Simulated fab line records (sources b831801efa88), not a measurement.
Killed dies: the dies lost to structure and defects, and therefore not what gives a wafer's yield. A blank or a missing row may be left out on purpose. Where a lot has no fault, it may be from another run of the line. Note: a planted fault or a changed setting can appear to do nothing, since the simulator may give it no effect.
Which tool was responsible? -- flow gf180mcu -- 15 lots with 45 wafers sampled at 4 steps, on a route of 602 steps

== WHAT EACH GAUGE READ, for each wafer ==
GF_NSD_TW_MEAS_12.
lot,measured,on,NSD_TW
L436,day 13 16:53,film metro-01,4159 4149 4179
L437,day 14 01:23,film metro-02,4264 4263 4263
L438,day 14 04:34,film metro-02,4280 4288 4299
L439,day 14 15:11,film metro-01,4216 4227 4254
L440,day 14 22:07,film metro-04,4250 4263 4263
L441,day 15 05:59,film metro-02,4227 4247 4253
L442,day 15 11:47,film metro-01,4266 4240 4226
L444,day 16 08:06,film metro-01,4213 4191 4214
L445,day 16 14:01,film metro-04,4248 4248 4250
L447,day 17 06:22,film metro-02,4291 4297 4312
L458,day 20 20:16,film metro-02,4227 4243 4240
L459,day 21 06:07,film metro-04,4267 4243 4236

== WHICH TOOL RAN EACH LOT (tool, then ch and the chambers of the sampled wafers, then the start) ==
lot,GF_VT_IMPLANT_STRIP_42,GF_HV_LDD_DEVELOP_45,GF_HV_LDD_RTA_52
L436,"plasma asher-01 ch 0,1, day 7 13:32","litho track-03 ch 0, day 12 16:21","rtp anneal-02 ch 0, day 12 17:01"
L437,"plasma asher-02 ch 0,1, day 7 21:22","litho track-02 ch 0, day 13 01:25","rtp anneal-01 ch 0, day 13 02:05"
L438,"plasma asher-02 ch 0,1, day 8 04:53","litho track-01 ch 0, day 13 04:16","rtp anneal-01 ch 0, day 13 04:56"
L439,"plasma asher-02 ch 0,1, day 8 08:04","litho track-01 ch 0, day 13 14:36","rtp anneal-01 ch 0, day 13 15:16"
L440,"plasma asher-04 ch 0,1, day 8 16:21","litho track-02 ch 0, day 13 21:20","rtp anneal-02 ch 0, day 13 21:59"
L441,"plasma asher-04 ch 0,1, day 8 21:22","litho track-03 ch 0, day 14 05:20","rtp anneal-02 ch 0, day 14 05:58"
L442,"plasma asher-04 ch 0,1, day 9 02:52","litho track-03 ch 0, day 14 09:26","rtp anneal-02 ch 0, day 14 10:04"
L444,"plasma asher-02 ch 0,1, day 9 20:57","litho track-02 ch 0, day 15 05:34","rtp anneal-02 ch 0, day 15 06:12"
L445,"plasma asher-02 ch 0,1, day 10 00:25","litho track-03 ch 0, day 15 12:02","rtp anneal-01 ch 0, day 15 12:41"
L447,"plasma asher-02 ch 0,1, day 10 16:24","litho track-02 ch 0, day 16 03:37","rtp anneal-01 ch 0, day 16 04:17"
L448,"plasma asher-01 ch 0,1, day 10 20:33","litho track-02, day 16 08:40","rtp anneal-02 ch 0, day 16 09:20"
L449,"plasma asher-04 ch 0,1, day 11 03:10","litho track-01, day 16 19:03","rtp anneal-02 ch 0, day 16 19:42"
L450,"plasma asher-01 ch 0,1, day 11 11:57","litho track-02, day 17 01:43","rtp anneal-02 ch 0, day 17 02:21"
L458,"plasma asher-01 ch 0,1, day 13 17:19","litho track-01 ch 0, day 19 16:31","rtp anneal-01 ch 0, day 19 17:11"
L459,"plasma asher-02 ch 0,1, day 13 23:55","litho track-01 ch 0, day 20 02:49","rtp anneal-01 ch 0, day 20 03:29"
- GF_VT_IMPLANT_STRIP_42: strips in O2/N2.
- GF_HV_LDD_DEVELOP_45: develop time 60 s.
- GF_HV_LDD_RTA_52: time 10 s.

== AS READ BY THE TOOLS THEMSELVES (means over the sampled wafers that have a number; for cases with no such wafer, the mark the record gives instead) ==
GF_VT_IMPLANT_STRIP_42.
lot,tool,drypump motor current A (A),heater power w (W),oes product au (a.u.),platen temp c (C),strip time to endpoint s (s)
L436,plasma asher-01,6.1,337,0.714,249.94,12.65
L437,plasma asher-02,5.4,360,0.719,250.02,12.65
L438,plasma asher-02,5.8,368,0.717,250.17,12.64
L439,plasma asher-02,5.9,368,0.710,250.14,12.64
L440,plasma asher-04,5.8,319,0.718,250.05,12.64
L441,plasma asher-04,6.2,335,0.716,249.98,12.68
L442,plasma asher-04,5.8,323,0.708,249.98,12.66
L444,plasma asher-02,5.5,365,0.714,250.00,12.62
L445,plasma asher-02,5.5,361,0.722,249.91,12.67
L447,plasma asher-02,5.8,365,0.715,250.06,12.61
L448,plasma asher-01,6.3,295,0.717,250.06,12.63
L449,plasma asher-04,6.2,327,0.717,249.89,12.64
L450,plasma asher-01,6.3,292,0.714,250.06,12.67
L458,plasma asher-01,6.1,332,0.718,249.80,12.68
L459,plasma asher-02,5.5,359,0.714,249.86,12.71

GF_HV_LDD_DEVELOP_45.
lot,tool,chill plate temp C (C)
L436,litho track-03,23.01
L437,litho track-02,23.05
L438,litho track-01,23.01
L439,litho track-01,22.94
L440,litho track-02,22.91
L441,litho track-03,22.97
L442,litho track-03,23.09
L444,litho track-02,23.01
L445,litho track-03,23.01
L447,litho track-02,23.06
L448,litho track-02,-
L449,litho track-01,-
L450,litho track-02,-
L458,litho track-01,23.01
L459,litho track-01,23.07

GF_HV_LDD_RTA_52.
lot,tool,chamber o2 ppm,lamp power pct (%),wafer_temp_C_max
L436,rtp anneal-02,2.009,33.6,1006.4
L437,rtp anneal-01,1.983,35.5,1005.4
L438,rtp anneal-01,1.997,35.5,1005.3
L439,rtp anneal-01,2.010,35.5,1005.0
L440,rtp anneal-02,2.010,33.6,1007.7
L441,rtp anneal-02,2.007,33.6,1008.7
L442,rtp anneal-02,1.990,33.6,1008.5
L444,rtp anneal-02,1.999,33.6,1007.1
L445,rtp anneal-01,2.004,35.5,1004.7
L447,rtp anneal-01,1.998,35.5,1005.2
L448,rtp anneal-02,2.000,33.6,1009.1
L449,rtp anneal-02,2.002,33.6,1006.2
L450,rtp anneal-02,1.999,33.6,1007.2
L458,rtp anneal-01,1.977,35.6,1005.8
L459,rtp anneal-01,2.020,35.5,1005.9

== THE ANSWER, worked out from the rows above alone ==
Rule: what is usual is taken from the lots themselves. The widest of any qualifying gaps counts: lots, ordered by their means at a reading, are off when they make up no more than a third of the lots, leave a main group of 4 or more, and stand apart from it by 3 or more times the standard deviation of that group's means. A main group is skipped when, at the precision printed for the reading in the tables above, its means are all equal. Also off: a lot with no number at a reading for which 4 or more lots have one. The other lots that the step has rows for count as sound. The gauges are gone through in route order, then the tools' own readings, and for those a lot's mean is taken as printed above. The first step at which some lot is off is used, and at that step the reading that is off furthest; a lot without a number counts as furthest.
Off, at GF_HV_LDD_DEVELOP_45 on chill plate temp C: L448, L449, L450. Without a number there: L448, L449, L450. The main group: mean 23.01 C, standard deviation 0.05.
If a tool, at that step or one of the process steps before it, ran each lot that is off and ran no sound lot following the first of them, it fits. None of those tried fits.

== WHAT HAD BEEN PUT IN BY THE SIMULATOR ==
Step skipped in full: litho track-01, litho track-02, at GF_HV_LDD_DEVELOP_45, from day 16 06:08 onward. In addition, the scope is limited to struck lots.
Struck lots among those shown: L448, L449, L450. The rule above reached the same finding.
